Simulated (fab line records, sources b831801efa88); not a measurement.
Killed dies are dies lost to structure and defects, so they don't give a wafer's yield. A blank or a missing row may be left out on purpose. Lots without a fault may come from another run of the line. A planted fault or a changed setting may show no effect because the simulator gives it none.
Split-lot experiment | flow sky130 | 5 lots, 23 wafers read, on a route of 708 steps

THE SPLIT
At SKY_LOCAL_INTERCONNECT_SPUTTER_00 (material TiN, target thk 100 nm, time 83.3 s), the setting power_w was moved away from the recipe's 6500 W on 9 of the 23 wafers read, by -5.3% to +4.8%. The other wafers ran this setting at the recipe's value.

FROM THE SPLIT TO THE READING: what the file shows between them, 1 step
- SKY_LOCAL_INTERCONNECT_RS_MEAS_01: measures by four-point-probe

THE READING
LOCAL_INTERCONNECT_TIN_THK, in nm, at SKY_LOCAL_INTERCONNECT_THK_MEAS_02 (measures by xrf). Fault-free wafers of this fab line usually give 100.9 nm, standard deviation 1.1 nm.

wafer  | tool, chamber at the split | power_w as run, W | against the recipe | LOCAL_INTERCONNECT_TIN_THK, nm | against lot-mates on the recipe
L074.2 | pvd_sputter-02, -          | 6500              | recipe             | 99.4                           | -
L074.4 | pvd_sputter-02, -          | 6500              | recipe             | 101.2                          | -
L074.5 | pvd_sputter-02, -          | 6500              | recipe             | 100.6                          | -
L076.1 | pvd_sputter-02, -          | 6500              | recipe             | 100.3                          | -
L076.2 | pvd_sputter-02, -          | 6500              | recipe             | 102.0                          | -
L076.4 | pvd_sputter-02, -          | 6500              | recipe             | 97.9                           | -
L076.5 | pvd_sputter-02, -          | 6500              | recipe             | 99.9                           | -
L076.6 | pvd_sputter-02, -          | 6500              | recipe             | 102.2                          | -
L081.1 | pvd_sputter-01, -          | 6156              | -5.3%              | 94.6                           | -6.8
L081.2 | pvd_sputter-01, -          | 6156              | -5.3%              | 95.4                           | -6.0
L081.3 | pvd_sputter-01, -          | 6500              | recipe             | 101.5                          | -
L081.5 | pvd_sputter-01, -          | 6156              | -5.3%              | 95.9                           | -5.5
L081.6 | pvd_sputter-01, -          | 6500              | recipe             | 101.3                          | -
L083.1 | pvd_sputter-01, -          | 6783              | +4.4%              | 104.2                          | +3.9
L083.2 | pvd_sputter-01, -          | 6783              | +4.4%              | 105.0                          | +4.7
L083.3 | pvd_sputter-01, -          | 6783              | +4.4%              | 104.9                          | +4.6
L083.4 | pvd_sputter-01, -          | 6500              | recipe             | 100.6                          | -
L083.6 | pvd_sputter-01, -          | 6500              | recipe             | 100.1                          | -
L085.1 | pvd_sputter-03, -          | 6814              | +4.8%              | 105.0                          | +4.6
L085.2 | pvd_sputter-03, -          | 6500              | recipe             | 99.3                           | -
L085.4 | pvd_sputter-03, -          | 6500              | recipe             | 101.5                          | -
L085.5 | pvd_sputter-03, -          | 6814              | +4.8%              | 106.5                          | +6.1
L085.6 | pvd_sputter-03, -          | 6814              | +4.8%              | 105.7                          | +5.3

THE FIT
A straight line over all 23 wafers: LOCAL_INTERCONNECT_TIN_THK changes by +1.01 nm for each +1% of power_w; r = +0.95; the points scatter about the line by 1 nm.
The same after taking each lot's own level away (the mean of its wafers on the recipe; 23 wafers): +1.1 nm for each +1%; r = +0.96; scatter 0.96 nm.
On that fit, the largest move of power_w shifts the reading by 5.8 nm.
The lots' own levels span 100.35 to 101.40 nm, that is 1.0 times the standard deviation above.
So the lot-to-lot level changes the slope little: the two slopes agree.
Check: with one of the wafers moved furthest among these (-5.3%) left out of the fit, the line predicts -5.68 nm for it against its lot-mates. It came out at -6.8 nm against them.

OTHER SPLITS ON THESE WAFERS
These wafers also went through other splits before the reading. Each is held against what the fit with the lots' levels taken away leaves over:
other split on the same wafers      | wafers away from the commonest value | r with LOCAL_INTERCONNECT_TIN_THK (lot level and that fit taken away)
SKY_POLY_CUT_EXPOSE_05 dose_mj      | 8                                    | +0.18
SKY_RES_XHIGH_COAT_02 resist_thk_nm | 9                                    | +0.13
SKY_RES_XHIGH_DEVELOP_06 dev_temp_c | 10                                   | -0.12
SKY_SD_N_STRIP_11 power_w           | 5                                    | +0.11
SKY_LI_CONTACT_HDPCVD_00 time_s     | 8                                    | -0.02
SKY_LI_CONTACT_COAT_07 spin_rpm     | 8                                    | -0.24
SKY_LI_CONTACT_SPUTTER_19 power_w   | 6                                    | +0.19

THE WHOLE CHAIN: every reading that the file lists as answering this split, in the file's order
step                               | what it does                                 | reading                                                                                      | change (the file's fit)              | r (the file's)
SKY_LOCAL_INTERCONNECT_SPUTTER_00  | material TiN, target thk 100 nm, time 83.3 s | TiN_of_LOCAL_INTERCONNECT_SPUTTER_00.thk_nm (the simulator's own value, which no gauge read) | +1.07 nm for each +1% of the setting | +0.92
SKY_LOCAL_INTERCONNECT_RS_MEAS_01  | measures by four-point-probe                 | LOCAL_INTERCONNECT_TIN_RS                                                                    | -0.154 for each +1% of the setting   | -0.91
SKY_LOCAL_INTERCONNECT_THK_MEAS_02 | measures by xrf                              | LOCAL_INTERCONNECT_TIN_THK                                                                   | +1.1 for each +1% of the setting     | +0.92

THE FILE'S OWN FIT
LOCAL_INTERCONNECT_TIN_THK changes by +1.1 nm for each +1% of power_w, r = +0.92.
